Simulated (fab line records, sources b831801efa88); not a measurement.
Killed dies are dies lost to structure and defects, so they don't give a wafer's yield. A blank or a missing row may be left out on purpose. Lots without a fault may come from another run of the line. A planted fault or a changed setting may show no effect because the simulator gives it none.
Which tool did it? | flow sky130 | 12 lots, 36 wafers sampled, at 3 steps of a route of 708

WHAT THE GAUGES READ, wafer by wafer
SKY_VIA3_OVL_MEAS_13. Usual: VIA3_OVL 4 nm, standard deviation 5.9.
lot  | measured     | on         | VIA3_OVL (nm) | flag
L545 | day 39 23:05 | overlay-02 | 6 6 1         |
L546 | day 40 02:48 | overlay-01 | 5 6 5         |
L547 | day 40 14:47 | overlay-01 | 0 3 -1        |
L549 | day 40 22:35 | overlay-02 | 7 8 8         |
L550 | day 41 02:14 | overlay-02 | 7 1 7         |
L551 | day 41 14:39 | overlay-02 | -5 0 -3       |
L552 | day 41 21:06 | overlay-01 | 5 0 2         |
L553 | day 41 21:20 | overlay-02 | 1 5 5         |
L554 | day 42 04:46 | overlay-01 | 6 5 7         |
L562 | day 44 09:09 | overlay-01 | 7 11 7        |
L565 | day 45 08:03 | overlay-01 | 5 0 0         |
L566 | day 45 13:26 | overlay-02 | -7 1 -1       |

SKY_METAL4_CD_MEAS_13: target cd 300 nm. Usual: cd_nm 299.7 nm, standard deviation 1.4.
lot  | measured     | on        | cd_nm (nm)        | flag
L545 | day 42 02:34 | cd_sem-02 | 301.7 301.5 301.7 |
L546 | day 42 05:01 | cd_sem-02 | 298.3 299.5 298.7 |
L547 | day 42 16:15 | cd_sem-02 | 298.4 299.3 298.0 |
L549 | day 42 23:42 | cd_sem-02 | 297.6 296.9 297.4 |
L550 | day 43 02:26 | cd_sem-02 | 299.8 300.5 301.7 |
L551 | day 43 15:31 | cd_sem-02 | 299.8 298.9 300.3 |
L552 | day 43 22:11 | cd_sem-02 | 298.5 298.4 299.3 |
L553 | day 43 22:30 | cd_sem-02 | 298.3 300.4 299.5 |
L554 | day 44 04:28 | cd_sem-01 | 299.0 298.2 298.3 |
L562 | day 46 05:49 | cd_sem-02 | 298.1 299.2 300.7 |
L565 | day 47 05:11 | cd_sem-01 | 299.3 300.1 301.3 |
L566 | day 47 09:17 | cd_sem-02 | 302.1 301.7 302.7 |

WHICH TOOL RAN EACH LOT (tool, then ch and the chambers of the sampled wafers, then the start)
lot  | SKY_METAL3_ETCH_16
L545 | rie_metal-02 ch 0,1, day 38 20:08
L546 | rie_metal-02 ch 0,1, day 39 01:11
L547 | rie_metal-02 ch 0,1, day 39 12:38
L549 | rie_metal-04 ch 0, day 39 20:39
L550 | rie_metal-01 ch 0,1, day 39 23:33
L551 | rie_metal-01 ch 0,1, day 40 13:42
L552 | rie_metal-01 ch 0,1, day 40 19:43
L553 | rie_metal-04 ch 0,1, day 40 20:02
L554 | rie_metal-02 ch 0, day 41 03:00
L562 | rie_metal-04 ch 1, day 43 09:15
L565 | rie_metal-04 ch 0,1, day 44 08:09
L566 | rie_metal-01 ch 0,1, day 44 13:41
- SKY_METAL3_ETCH_16: etches BARC in N2/H2, stops on SiO2, time 88.2 s, target depth 60 nm.

WHAT THE TOOLS THEMSELVES READ (means of the sampled wafers that have a number; where no wafer has one, the mark that the record gives instead)
SKY_METAL3_ETCH_16. Usual: chamber_pressure_mTorr 29.995 mTorr, standard deviation 0.026; drypump_motor_current_A 6.1 A, standard deviation 0.41; oes_product_au 0.626 a.u., standard deviation 0.0045; throttle_valve_pct 13.203 %, standard deviation 0.0098.
lot  | tool         | chamber_pressure_mTorr (mTorr) | drypump_motor_current_A (A) | oes_product_au (a.u.) | throttle_valve_pct (%) | flag
L545 | rie_metal-02 | 29.989                         | 6.0                         | 0.626                 | 13.205                 |
L546 | rie_metal-02 | 29.982                         | 5.9                         | 0.625                 | 13.191                 |
L547 | rie_metal-02 | 30.006                         | 5.9                         | 0.627                 | 13.207                 |
L549 | rie_metal-04 | 30.002                         | 5.8                         | 0.629                 | 13.199                 |
L550 | rie_metal-01 | 29.990                         | 6.6                         | 0.630                 | 13.199                 |
L551 | rie_metal-01 | 29.999                         | 6.6                         | 0.625                 | 13.196                 |
L552 | rie_metal-01 | 30.005                         | 6.6                         | 0.630                 | 13.196                 |
L553 | rie_metal-04 | 29.987                         | 5.7                         | 0.623                 | 13.199                 |
L554 | rie_metal-02 | 29.999                         | 6.0                         | 0.625                 | 13.195                 |
L562 | rie_metal-04 | 30.003                         | 5.5                         | 0.622                 | 13.202                 |
L565 | rie_metal-04 | 29.988                         | 5.6                         | 0.624                 | 13.211                 |
L566 | rie_metal-01 | 30.002                         | 6.6                         | 0.625                 | 13.204                 |

THE ANSWER, worked out from the rows above alone
Rule: a lot is off if the mean of its wafers that have a number lies more than 3 standard deviations from the usual mean. A lot without any number at a reading at which 4 lots or more have one is off too. The other lots that the step has rows for count as sound. The gauges are gone through in route order, then the tools' own readings, and for those a lot's mean is taken as printed above. The first step at which some lot is off is used, and at that step the reading that is off furthest; a lot without a number counts as furthest.
No lot is off at any reading shown: from this, nothing can be told.

WHAT THE SIMULATOR HAD PUT IN
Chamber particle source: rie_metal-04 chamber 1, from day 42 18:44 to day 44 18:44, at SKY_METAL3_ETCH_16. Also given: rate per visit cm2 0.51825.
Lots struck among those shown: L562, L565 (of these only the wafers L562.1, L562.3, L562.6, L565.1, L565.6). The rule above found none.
